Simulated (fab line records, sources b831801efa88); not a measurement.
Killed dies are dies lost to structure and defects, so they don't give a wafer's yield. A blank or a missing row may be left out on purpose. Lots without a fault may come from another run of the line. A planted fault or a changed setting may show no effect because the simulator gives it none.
Tool commonality check | flow sky130 | 11 lots, 33 wafers sampled

WHY IT WAS OPENED
At SKY_SONOS_ONO_OVL_MEAS_14 the reading SONOS_ONO_OVL is flagged on 2 of 11 lots. Wafers without a fault read 0.6 nm, standard deviation 1.6.
Rule: a lot is flagged when every wafer of it that has a number lies more than 4 standard deviations from that mean, or none has a number. The other lots count as sound.

lot  | measured     | on         | SONOS_ONO_OVL (nm), wafer by wafer | flag
L155 | day 12 17:43 | overlay-01 | 0.2 0.9 -0.7                       |
L156 | day 13 00:38 | overlay-01 | 0.4 1.4 0.0                        |
L157 | day 13 09:50 | overlay-02 | 1.8 1.9 1.2                        |
L165 | day 15 18:05 | overlay-02 | 45.9 45.2 46.2                     | FLAGGED
L166 | day 16 22:35 | overlay-01 | 43.2 43.3 43.8                     | FLAGGED
L167 | day 16 23:34 | overlay-02 | 2.2 3.2 3.3                        |
L170 | day 17 13:41 | overlay-01 | -0.5 2.6 1.3                       |
L172 | day 18 03:26 | overlay-01 | 0.2 0.8 1.1                        |
L174 | day 18 18:35 | overlay-02 | 4.1 4.1 3.7                        |
L173 | day 18 18:53 | overlay-02 | 1.4 1.7 2.3                        |
L178 | day 20 12:23 | overlay-01 | -1.9 -1.0 -1.0                     |
The numbers of the flagged lots are 44.6 nm on average: +44.0 nm against the usual, or +28 standard deviations.

WHICH TOOL RAN EACH LOT
The record holds 1 process step before the reading, out of a route of 708 steps. In each cell: the tool, then ch and the chambers that the sampled wafers went through, then the start.
lot  | flag    | SKY_SONOS_ONO_EXPOSE_10
L155 |         | iline_stepper-02 ch 0, day 12 05:48
L156 |         | iline_stepper-02 ch 0, day 12 13:32
L157 |         | iline_stepper-01 ch 0, day 12 21:46
L165 | FLAGGED | iline_stepper-01 ch 0, day 15 05:23
L166 | FLAGGED | iline_stepper-01 ch 0, day 16 08:16
L167 |         | iline_stepper-02 ch 0, day 16 08:58
L170 |         | iline_stepper-02 ch 0, day 17 00:05
L172 |         | iline_stepper-02 ch 0, day 17 13:03
L174 |         | iline_stepper-02 ch 0, day 18 04:17
L173 |         | iline_stepper-02 ch 0, day 18 04:37
L178 |         | iline_stepper-02 ch 0, day 19 22:10
What these steps do:
- SKY_SONOS_ONO_EXPOSE_10: exposes mask ONOM, target cd 410 nm.
- SKY_SONOS_ONO_OVL_MEAS_14

FLAGGED OVER TOTAL, TOOL BY TOOL (the gauges that took the reading come last)
step                      | tool             | lots run | flagged | share of the flagged lots | sound lots run after its first flagged lot
SKY_SONOS_ONO_EXPOSE_10   | iline_stepper-01 | 3        | 2       | all                       | 0
SKY_SONOS_ONO_EXPOSE_10   | iline_stepper-02 | 8        | 0       | none                      | -
SKY_SONOS_ONO_OVL_MEAS_14 | overlay-01       | 6        | 1       | some                      | 3 (L170,L172,L178)
SKY_SONOS_ONO_OVL_MEAS_14 | overlay-02       | 5        | 1       | some                      | 3 (L167,L174,L173)

WHAT THE TABLE ALLOWS
1 row of the table ran every flagged lot: iline_stepper-01 at SKY_SONOS_ONO_EXPOSE_10.
- iline_stepper-01 at SKY_SONOS_ONO_EXPOSE_10: 2 of its 3 lots flagged. Its last sound lot is L157 (day 12 21:46), its first flagged lot L165 (day 15 05:23): a fault that began between those two fits.
One tool is left: iline_stepper-01 at SKY_SONOS_ONO_EXPOSE_10.

WHAT THE SIMULATOR HAD PUT IN
Scanner matching overlay: iline_stepper-01, from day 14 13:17 on, at SKY_SONOS_ONO_EXPOSE_10. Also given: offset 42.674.
Lots struck among those shown: L165, L166. The rule above found the same.
